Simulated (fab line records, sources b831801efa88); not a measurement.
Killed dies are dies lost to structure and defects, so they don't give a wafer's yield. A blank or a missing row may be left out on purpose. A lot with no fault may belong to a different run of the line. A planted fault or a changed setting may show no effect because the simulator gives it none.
Which of the tools did it? + flow gf180mcu + 21 wafers from 7 lots sampled at 4 of the route's 602 steps

## WHAT EACH GAUGE READ, for each wafer
GF_CONTACT_THK_MEAS_03.
| lot  | measured     | on            | CONTACT_CVD_02_THK (nm) |
|------|--------------|---------------|-------------------------|
| L318 | day 17 01:31 | film_metro-03 | 270 288 288             |
| L322 | day 18 09:38 | film_metro-01 | 303 298 285             |
| L328 | day 20 12:27 | film_metro-03 | 838 856 858             |
| L330 | day 21 05:14 | film_metro-04 | 840 837 862             |
| L332 | day 21 20:16 | film_metro-04 | 835 861 865             |
| L334 | day 22 12:43 | film_metro-01 | 844 865 879             |
| L336 | day 23 04:29 | film_metro-04 | 870 865 890             |

## WHICH TOOL RAN EACH LOT (tool, then ch and the chambers of the sampled wafers, then the start)
| lot  | GF_PSD_RTA_13                    | GF_SAB_STRIP_13                      | GF_CONTACT_CVD_02               |
|------|----------------------------------|--------------------------------------|---------------------------------|
| L318 | rtp_anneal-02 ch 0, day 16 02:04 | plasma_asher-02 ch 0,1, day 17 00:37 | pecvd-04 ch 0,1, day 17 01:25   |
| L322 | rtp_anneal-02 ch 0, day 17 09:16 | plasma_asher-02 ch 0,1, day 18 08:41 | pecvd-04 ch 0,1,2, day 18 09:33 |
| L328 | rtp_anneal-01 ch 0, day 19 10:21 | plasma_asher-04 ch 0,1, day 20 11:32 | pecvd-02 ch 0,2, day 20 12:22   |
| L330 | rtp_anneal-01 ch 0, day 20 03:34 | plasma_asher-01 ch 0,1, day 21 04:20 | pecvd-02 ch 1,2, day 21 05:10   |
| L332 | rtp_anneal-01 ch 0, day 20 18:21 | plasma_asher-02 ch 0, day 21 19:21   | pecvd-01 ch 0,2, day 21 20:11   |
| L334 | rtp_anneal-02 ch 0, day 21 11:51 | plasma_asher-01 ch 0,1, day 22 11:40 | pecvd-04 ch 1,2, day 22 12:37   |
| L336 | rtp_anneal-01 ch 0, day 22 03:51 | plasma_asher-02 ch 0, day 23 03:23   | pecvd-04 ch 1,2, day 23 04:22   |
- GF_PSD_RTA_13: time 20 s.
- GF_SAB_STRIP_13: strips in O2/N2.
- GF_CONTACT_CVD_02: deposits SiO2 from TEOS, target thk 860 nm, time 95.992 s.

## THE ANSWER, worked out from the rows above alone
Rule: the usual values come from the lots themselves. Put in order of their means at a reading, lots are off if they are a third of the lots or fewer, leave a main group of 4 or more, and stand apart from it by a gap of 3 or more times the standard deviation of the main group's means; of several such gaps the widest counts. A main group is skipped when, at the precision printed for the reading in the tables above, its means are all equal. A lot without any number at a reading at which 4 lots or more have one is off too. All remaining lots with rows at the step are treated as sound.
Off: L318, L322, at GF_CONTACT_THK_MEAS_03 (CONTACT_CVD_02_THK). Mean 858 nm and standard deviation 10 in the main group.
If a tool, at a process step before that reading, ran all the lots that are off and no sound lot after the first of them, it fits. Those tools and the gauges at GF_CONTACT_THK_MEAS_03 are tried in the same way. No candidate that was tried fits.

## WHAT WAS PUT IN BY THE SIMULATOR
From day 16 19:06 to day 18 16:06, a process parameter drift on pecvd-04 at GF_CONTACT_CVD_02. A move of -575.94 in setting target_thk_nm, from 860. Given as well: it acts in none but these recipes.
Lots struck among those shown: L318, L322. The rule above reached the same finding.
